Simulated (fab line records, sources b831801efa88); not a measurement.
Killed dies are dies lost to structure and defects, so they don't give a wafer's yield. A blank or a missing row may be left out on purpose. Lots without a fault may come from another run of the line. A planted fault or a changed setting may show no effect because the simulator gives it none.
Tool commonality check | flow sky130 | 15 lots, 45 wafers sampled

WHY IT WAS OPENED
At SKY_LDD_HVP_TW_MEAS_10 the reading LDD_HVP_TW is flagged on 3 of 15 lots. Wafers without a fault read 449, standard deviation 3.6.
Rule: a lot is flagged when every wafer of it that has a number lies more than 4 standard deviations from that mean, or none has a number. The other lots count as sound.

lot  | measured     | on            | LDD_HVP_TW, wafer by wafer | flag
L821 | day 22 09:41 | film_metro-04 | 455 454 453                |
L824 | day 23 13:11 | film_metro-01 | 450 450 449                |
L823 | day 23 14:04 | film_metro-01 | 448 450 448                |
L826 | day 24 00:44 | film_metro-03 | 451 447 448                |
L825 | day 24 01:38 | film_metro-01 | 445 443 442                |
L827 | day 24 11:59 | film_metro-04 | 452 454 452                |
L831 | day 25 16:55 | film_metro-01 | 29 29 29                   | FLAGGED
L833 | day 26 00:56 | film_metro-01 | 29 29 29                   | FLAGGED
L832 | day 26 04:04 | film_metro-04 | 30 30 30                   | FLAGGED
L838 | day 28 03:50 | film_metro-03 | 446 449 444                |
L839 | day 28 12:09 | film_metro-01 | 444 443 444                |
L840 | day 28 14:17 | film_metro-04 | 453 451 454                |
L841 | day 29 05:17 | film_metro-04 | 449 453 450                |
L842 | day 29 08:44 | film_metro-04 | 453 452 451                |
L843 | day 29 11:50 | film_metro-01 | 447 447 444                |
The numbers of the flagged lots are 29 on average: -420 against the usual, or -99 or more standard deviations.

WHICH TOOL RAN EACH LOT
The record holds 1 process step before the reading, out of a route of 708 steps. In each cell: the tool, then ch and the chambers that the sampled wafers went through, then the start.
lot  | flag    | SKY_LDD_HVP_IMPLANT_08
L821 |         | implanter-03 ch 0, day 22 09:26
L824 |         | implanter-01 ch 0, day 23 12:56
L823 |         | implanter-01 ch 0, day 23 13:50
L826 |         | implanter-02 ch 0, day 24 00:29
L825 |         | implanter-01 ch 0, day 24 01:25
L827 |         | implanter-03 ch 0, day 24 11:46
L831 | FLAGGED | implanter-03, day 25 16:40
L833 | FLAGGED | implanter-03, day 26 00:41
L832 | FLAGGED | implanter-01, day 26 03:52
L838 |         | implanter-01 ch 0, day 28 03:35
L839 |         | implanter-03 ch 0, day 28 11:56
L840 |         | implanter-02 ch 0, day 28 14:02
L841 |         | implanter-02 ch 0, day 29 05:02
L842 |         | implanter-01 ch 0, day 29 08:31
L843 |         | implanter-03 ch 0, day 29 11:35
What these steps do:
- SKY_LDD_HVP_IMPLANT_08
- SKY_LDD_HVP_TW_MEAS_10

FLAGGED OVER TOTAL, TOOL BY TOOL (the gauges that took the reading come last)
step                   | tool          | lots run | flagged | share of the flagged lots | sound lots run after its first flagged lot
SKY_LDD_HVP_IMPLANT_08 | implanter-01  | 6        | 1       | some                      | 2 (L838,L842)
SKY_LDD_HVP_IMPLANT_08 | implanter-02  | 3        | 0       | none                      | -
SKY_LDD_HVP_IMPLANT_08 | implanter-03  | 6        | 2       | some                      | 2 (L839,L843)
SKY_LDD_HVP_TW_MEAS_10 | film_metro-01 | 7        | 2       | some                      | 2 (L839,L843)
SKY_LDD_HVP_TW_MEAS_10 | film_metro-03 | 2        | 0       | none                      | -
SKY_LDD_HVP_TW_MEAS_10 | film_metro-04 | 6        | 1       | some                      | 3 (L840,L841,L842)

WHAT THE TABLE ALLOWS
No row of the table ran every flagged lot.

WHAT THE SIMULATOR HAD PUT IN
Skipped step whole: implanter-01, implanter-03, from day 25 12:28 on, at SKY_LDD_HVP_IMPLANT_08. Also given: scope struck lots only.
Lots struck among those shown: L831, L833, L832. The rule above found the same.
